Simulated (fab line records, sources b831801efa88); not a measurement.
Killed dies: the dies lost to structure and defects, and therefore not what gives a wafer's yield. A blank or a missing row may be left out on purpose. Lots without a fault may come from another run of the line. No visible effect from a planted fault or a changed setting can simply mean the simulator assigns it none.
Which tool was responsible? -- flow gf180mcu -- 21 wafers from 7 lots sampled at 3 of the route's 602 steps

WHAT THE GAUGES READ, wafer by wafer
GF_V5_THK_MEAS_25: measures by xrf.
lot,measured,on,V5_W_THK (nm)
L464,day 28 09:00,film_metro-03,329 324 330
L467,day 29 06:27,film_metro-03,334 335 334
L471,day 30 08:51,film_metro-02,345 346 346
L473,day 31 03:44,film_metro-01,342 336 341
L479,day 32 12:50,film_metro-03,328 327 332
L481,day 33 01:00,film_metro-01,331 331 325
L484,day 33 11:56,film_metro-01,338 335 336

EACH LOT AND THE TOOL THAT RAN IT (in order: tool; ch and the chambers of the sampled wafers; start)
lot,GF_CONTACT_CVD_24,GF_V5_SPUTTER_22
L464,"cvd_w-01 ch 0,1, day 17 06:50","pvd_sputter-02, day 28 08:43"
L467,"cvd_w-01 ch 0,1, day 18 11:58","pvd_sputter-01, day 29 06:11"
L471,"cvd_w-02 ch 0,1, day 19 20:53","pvd_sputter-02, day 30 08:34"
L473,"cvd_w-02 ch 0, day 20 23:29","pvd_sputter-03, day 31 03:26"
L479,"cvd_w-01 ch 0,1, day 22 21:08","pvd_sputter-01, day 32 12:25"
L481,"cvd_w-02 ch 0,1, day 23 10:58","pvd_sputter-02, day 33 00:44"
L484,"cvd_w-02 ch 0,1, day 24 04:11","pvd_sputter-01, day 33 11:40"
- GF_CONTACT_CVD_24: deposits W, target thk 300 nm, time 90.339 s.
- GF_V5_SPUTTER_22: material TiN, target thk 10 nm, time 40 s.

THE ANSWER, worked out from the rows above alone
Rule: the usual values come from the lots themselves. The widest of any qualifying gaps counts: lots, ordered by their means at a reading, are off when they make up no more than a third of the lots, leave a main group of 4 or more, and stand apart from it by 3 or more times the standard deviation of that group's means. If all means in a main group match to the digits the tables above print for the reading, that group is not used. Also off: a lot with no number at a reading for which 4 or more lots have one. Where the step has rows for the other lots, those lots are counted as sound.
None of the lots is off at any reading shown; this tells nothing.

WHAT HAD BEEN PUT IN BY THE SIMULATOR
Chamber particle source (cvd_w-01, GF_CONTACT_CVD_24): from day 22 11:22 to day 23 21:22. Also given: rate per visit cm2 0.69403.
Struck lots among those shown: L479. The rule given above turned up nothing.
